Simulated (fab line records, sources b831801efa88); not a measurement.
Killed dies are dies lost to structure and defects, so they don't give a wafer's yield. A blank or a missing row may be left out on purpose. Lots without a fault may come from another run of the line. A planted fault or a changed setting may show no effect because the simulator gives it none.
Which tool did it? | flow gf180mcu | 12 lots, 36 wafers sampled, at 1 step of a route of 602

WHAT THE GAUGES READ, wafer by wafer
GF_STI_THK_MEAS_30.
lot  | measured    | on            | STI_OXIDATION_02_THK (nm)
L075 | day 2 11:23 | film_metro-04 | 9.13 9.07 9.18
L077 | day 2 23:49 | film_metro-04 | 9.25 9.16 9.16
L079 | day 3 08:31 | film_metro-01 | 9.05 9.06 9.06
L081 | day 3 18:08 | film_metro-01 | 8.91 8.91 8.88
L083 | day 4 03:41 | film_metro-04 | 9.31 9.20 9.26
L085 | day 4 15:56 | film_metro-01 | 9.35 9.28 9.29
L087 | day 5 00:38 | film_metro-01 | 9.51 9.29 9.35
L089 | day 5 11:55 | film_metro-03 | 8.94 9.00 8.96
L091 | day 5 20:28 | film_metro-03 | 9.09 8.95 9.20
L093 | day 6 10:10 | film_metro-01 | 9.24 9.05 9.08
L095 | day 6 22:24 | film_metro-03 | 9.42 9.51 9.44
L097 | day 7 06:45 | film_metro-04 | 8.59 8.86 8.71

WHICH TOOL RAN EACH LOT (tool, then ch and the chambers of the sampled wafers, then the start)
The record holds no process step before these readings.

THE ANSWER, worked out from the rows above alone
Rule: what is usual is taken from the lots themselves. Put in order of their means at a reading, lots are off if they are a third of the lots or fewer, leave a main group of 4 or more, and stand apart from it by a gap of 3 or more times the standard deviation of the main group's means; of several such gaps the widest counts. A main group whose means are all the same, to the digits that the tables above print for the reading, isn't used. A lot without any number at a reading at which 4 lots or more have one is off too. The other lots that the step has rows for count as sound.
No lot is off at any reading shown: from this, nothing can be told.

WHAT THE SIMULATOR HAD PUT IN
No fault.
